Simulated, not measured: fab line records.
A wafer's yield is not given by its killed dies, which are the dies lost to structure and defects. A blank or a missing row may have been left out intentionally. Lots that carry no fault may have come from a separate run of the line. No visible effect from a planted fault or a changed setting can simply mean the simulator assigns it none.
Which tool did it? -- flow sky130 -- 12 lots, 36 wafers sampled, at 5 steps of a route of 708

WHAT THE GAUGES READ, wafer by wafer
SKY_VT_ADJUST_HVTR_TW_MEAS_11. Usual: VT_ADJUST_HVTR_TW gives 212.3 (standard deviation 1.7).
lot,measured,on,VT_ADJUST_HVTR_TW,flag
L391,day 9 13:24,film-metro-03,213.8 213.5 214.5,
L394,day 10 14:09,film-metro-04,214.5 214.1 213.7,
L395,day 10 15:32,film-metro-01,210.5 209.2 210.7,
L396,day 10 23:44,film-metro-03,214.0 214.1 214.2,
L404,day 13 15:15,film-metro-01,211.6 209.7 210.1,
L406,day 14 02:35,film-metro-04,213.1 215.1 212.9,
L407,day 14 12:40,film-metro-04,212.0 213.2 212.5,
L408,day 14 16:44,film-metro-04,213.9 214.2 213.9,
L409,day 15 03:20,film-metro-03,210.0 212.0 210.7,
L410,day 15 15:11,film-metro-04,213.9 213.4 213.4,
L412,day 15 23:35,film-metro-03,211.2 211.2 211.5,
L413,day 16 10:32,film-metro-03,211.8 213.6 212.4,

SKY_VT_ADJUST_PCH_OVL_MEAS_07. Usual: VT_ADJUST_PCH_OVL gives -0.5 nm (standard deviation 1.9).
lot,measured,on,VT_ADJUST_PCH_OVL (nm),flag
L391,day 10 10:53,overlay-01,-0.8 -2.1 -2.3,
L394,day 11 12:02,overlay-01,-2.1 -2.8 -2.5,
L395,day 11 14:19,overlay-02,-1.1 -1.6 -2.9,
L396,day 11 23:23,overlay-02,0.4 1.2 2.1,
L404,day 14 17:11,overlay-01,-2.8 -3.8 -1.7,
L406,day 15 05:07,overlay-02,-3.3 0.6 -2.5,
L407,day 15 14:44,overlay-01,1.4 1.4 2.5,
L408,day 15 19:26,overlay-01,-1.9 -3.8 -1.5,
L409,day 16 06:47,overlay-02,-1.7 -3.7 -3.6,
L410,day 16 18:52,overlay-01,2.1 3.7 1.7,
L412,day 17 03:28,overlay-02,0.9 -0.2 -0.7,
L413,day 17 15:16,overlay-02,-0.2 1.6 -1.0,

SKY_GATE_OXIDE_TW_MEAS_14. Usual: GATE_OXIDE_TW gives 226.4 (standard deviation 1.8).
lot,measured,on,GATE_OXIDE_TW,flag
L391,day 13 16:15,film-metro-04,229.3 228.8 228.3,
L394,day 15 02:32,film-metro-03,225.2 224.8 225.5,
L395,day 15 05:12,film-metro-01,223.4 223.9 223.1,
L396,day 15 14:50,film-metro-03,225.2 225.1 225.0,
L404,day 18 16:41,film-metro-03,224.8 225.5 225.6,
L406,day 19 03:39,film-metro-04,229.5 230.3 229.1,
L407,day 19 13:37,film-metro-01,224.2 224.4 224.1,
L408,day 19 20:34,film-metro-01,224.2 225.1 224.9,
L409,day 20 11:10,film-metro-04,229.1 229.4 228.6,
L410,day 20 22:28,film-metro-04,228.1 228.1 228.4,
L412,day 21 07:15,film-metro-01,225.9 225.8 225.6,
L413,day 21 17:46,film-metro-03,225.1 226.1 225.0,

EACH LOT AND THE TOOL THAT RAN IT (in order: tool; ch and the chambers of the sampled wafers; start)
lot,SKY_SONOS_ONO_ETCH_15,SKY_SONOS_ONO_STRIP_17
L391,"rie-diel-01 ch 0,2,3, day 12 13:58","plasma-asher-04 ch 0,1, day 12 14:04"
L394,"rie-diel-04 ch 0,1,3, day 13 19:31","plasma-asher-04 ch 0,1, day 13 19:40"
L395,"rie-diel-03 ch 0,1,3, day 13 22:46","plasma-asher-02 ch 0,1, day 13 22:52"
L396,"rie-diel-03 ch 0,1,2, day 14 09:59","plasma-asher-04 ch 0, day 14 10:05"
L404,"rie-diel-01 ch 0,1, day 17 09:29","plasma-asher-01 ch 0,1, day 17 09:37"
L406,"rie-diel-01 ch 1,2,3, day 17 19:23","plasma-asher-04 ch 0,1, day 17 19:29"
L407,"rie-diel-03 ch 1,2, day 18 04:34","plasma-asher-02 ch 1, day 18 04:41"
L408,"rie-diel-03 ch 0,1,2, day 18 11:25","plasma-asher-02 ch 0,1, day 18 11:31"
L409,"rie-diel-03 ch 1,2, day 18 22:17","plasma-asher-02 ch 0,1, day 18 22:23"
L410,"rie-diel-04 ch 1,3, day 19 14:14","plasma-asher-04 ch 0,1, day 19 14:21"
L412,"rie-diel-03 ch 0,1,3, day 19 21:35","plasma-asher-01 ch 0,1, day 19 21:42"
L413,"rie-diel-03 ch 1,2,3, day 20 09:23","plasma-asher-02 ch 0,1, day 20 09:29"
- SKY_SONOS_ONO_ETCH_15: etches the open film in CHF3/O2, target depth 19.52 nm, time 7.8 s.
- SKY_SONOS_ONO_STRIP_17: strips in O2/N2.

WHAT THE TOOLS THEMSELVES READ (means of the sampled wafers that have a number; where no wafer has one, the mark that the record gives instead)
SKY_SONOS_ONO_ETCH_15. Usual: O2_flow_sccm 4.998 sccm, standard deviation 0.015; bias-w 200.1 W, standard deviation 0.59; drypump-motor-current-A 5.8 A, standard deviation 0.43; oes-product-au 1.000 a.u., standard deviation 0.0099; throttle-valve-pct 8.825 %, standard deviation 0.0092.
lot,tool,O2_flow_sccm (sccm),bias-w (W),drypump-motor-current-A (A),oes-product-au (a.u.),throttle-valve-pct (%),flag
L391,rie-diel-01,4.997,200.6,5.3,1.005,8.829,
L394,rie-diel-04,5.001,200.4,5.6,0.999,8.822,
L395,rie-diel-03,-,-,-,-,-,OFF
L396,rie-diel-03,-,-,-,-,-,OFF
L404,rie-diel-01,5.001,200.3,5.9,1.011,8.830,
L406,rie-diel-01,5.000,200.0,5.3,1.009,8.830,
L407,rie-diel-03,4.984,200.0,6.0,0.996,8.822,
L408,rie-diel-03,4.991,200.6,6.0,0.998,8.817,
L409,rie-diel-03,4.982,200.0,6.2,1.002,8.826,
L410,rie-diel-04,5.001,199.4,5.5,0.988,8.833,
L412,rie-diel-03,4.994,200.3,6.0,1.003,8.826,
L413,rie-diel-03,5.005,200.1,6.2,0.997,8.824,

SKY_SONOS_ONO_STRIP_17. Usual: drypump-motor-current-A 5.6 A, standard deviation 0.49; oes-product-au 0.710 a.u., standard deviation 0.0047; strip-time-to-endpoint-s 14.11 s, standard deviation 0.04.
lot,tool,drypump-motor-current-A (A),oes-product-au (a.u.),strip-time-to-endpoint-s (s),flag
L391,plasma-asher-04,5.2,0.710,14.08,
L394,plasma-asher-04,5.2,0.715,14.12,
L395,plasma-asher-02,5.7,0.719,14.21,
L396,plasma-asher-04,5.0,0.717,14.26,OFF
L404,plasma-asher-01,5.5,0.709,14.06,
L406,plasma-asher-04,5.2,0.710,14.06,
L407,plasma-asher-02,6.5,0.710,14.17,
L408,plasma-asher-02,5.6,0.710,14.11,
L409,plasma-asher-02,6.1,0.710,14.14,
L410,plasma-asher-04,5.4,0.709,14.09,
L412,plasma-asher-01,5.6,0.708,14.09,
L413,plasma-asher-02,6.1,0.709,14.16,

THE ANSWER, worked out from the rows above alone
Rule: lot off if the mean of its wafers having a number is beyond 3 standard deviations from the usual mean. A lot without any number at a reading at which 4 lots or more have one is off too. Any other lot the step has rows for is counted as sound. Order of review: gauges by route order, followed by the tools' own readings, for which a lot's mean as printed above is used. At the first step where some lot is off, the reading lying furthest off is the one used; lots without a number count as furthest.
Off: L395, L396, at SKY_SONOS_ONO_ETCH_15 (O2_flow_sccm). Without a number there: L395, L396.
If a tool, at that step or one of the process steps before it, ran each lot that is off and ran no sound lot following the first of them, it fits. None of those tried fits.

WHAT THE SIMULATOR HAD PUT IN
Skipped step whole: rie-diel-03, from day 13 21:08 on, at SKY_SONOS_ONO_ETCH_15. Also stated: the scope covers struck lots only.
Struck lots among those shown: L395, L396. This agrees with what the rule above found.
